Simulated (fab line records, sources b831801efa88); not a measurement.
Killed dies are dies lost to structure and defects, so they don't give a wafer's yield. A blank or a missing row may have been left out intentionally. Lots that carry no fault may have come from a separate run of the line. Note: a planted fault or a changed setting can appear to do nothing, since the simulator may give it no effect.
Matching of chambers / flow gf180mcu / 4 sister chambers for GF_V2_ETCH_17 on rie-diel-02
The step etches SiO2 in C4F8/O2/Ar, stops on TiN, target depth 630 nm. 16 wafers are shown with their chamber, then 8 later ones without.

## WAFERS PAIRED WITH THEIR CHAMBERS
wafer=L215.3; chamber=3; oes-product-au (a.u.)=0.857
wafer=L215.4; chamber=0; oes-product-au (a.u.)=0.852
wafer=L215.5; chamber=0; oes-product-au (a.u.)=0.863
wafer=L216.1; chamber=1; oes-product-au (a.u.)=0.861
wafer=L216.2; chamber=0; oes-product-au (a.u.)=0.861
wafer=L216.3; chamber=3; oes-product-au (a.u.)=0.858
wafer=L219.2; chamber=1; oes-product-au (a.u.)=0.857
wafer=L219.3; chamber=2; oes-product-au (a.u.)=0.854
wafer=L219.4; chamber=3; oes-product-au (a.u.)=0.857
wafer=L221.1; chamber=0; oes-product-au (a.u.)=0.859
wafer=L221.3; chamber=2; oes-product-au (a.u.)=0.852
wafer=L221.4; chamber=3; oes-product-au (a.u.)=0.850
wafer=L220.1; chamber=3; oes-product-au (a.u.)=0.852
wafer=L220.2; chamber=0; oes-product-au (a.u.)=0.858
wafer=L220.3; chamber=1; oes-product-au (a.u.)=0.856
wafer=L222.2; chamber=0; oes-product-au (a.u.)=0.852

SIGNATURES (averages over the wafers above)
reading=oes-product-au; chamber 0=0.85750; chamber 1=0.85800; chamber 2=0.85300; chamber 3=0.85480; scatter within a chamber=0.00379
Rule: a wafer's distance from a chamber is the root of the sum, over the readings, of the square of ((its reading less the chamber's mean) divided by the reading's scatter). The wafer belongs to the nearest chamber; if the next one is less than 2 further off, it can't be placed. How the scatter is found: for the shown wafers, subtract from each reading the mean of its chamber, square and add these, divide the total by (wafers less chambers), then take the root.

## WAFERS WITHOUT THEIR CHAMBER
wafer=L222.3; oes-product-au (a.u.)=0.853
wafer=L222.5; oes-product-au (a.u.)=0.850
wafer=L230.2; oes-product-au (a.u.)=0.853
wafer=L230.4; oes-product-au (a.u.)=0.858
wafer=L230.6; oes-product-au (a.u.)=0.863
wafer=L231.2; oes-product-au (a.u.)=0.850
wafer=L231.4; oes-product-au (a.u.)=0.852
wafer=L231.6; oes-product-au (a.u.)=0.848

## THE CHAMBER EACH PASSED THROUGH
wafer=L222.3; from the rows above=can't be placed: 2 or 3 or 0 or 1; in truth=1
wafer=L222.5; from the rows above=can't be placed: 2 or 3 or 0 or 1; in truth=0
wafer=L230.2; from the rows above=can't be placed: 2 or 3 or 0 or 1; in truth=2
wafer=L230.4; from the rows above=can't be placed: 1 or 0 or 3 or 2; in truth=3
wafer=L230.6; from the rows above=can't be placed: 1 or 0 or 3 or 2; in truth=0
wafer=L231.2; from the rows above=can't be placed: 2 or 3 or 0 or 1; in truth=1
wafer=L231.4; from the rows above=can't be placed: 2 or 3 or 0 or 1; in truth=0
wafer=L231.6; from the rows above=can't be placed: 2 or 3 or 0 or 1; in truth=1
Placed correctly: 0 of 8. From these rows, 8 cannot be placed; in 8 the true chamber is one of the candidates. Number placed wrongly: 0.
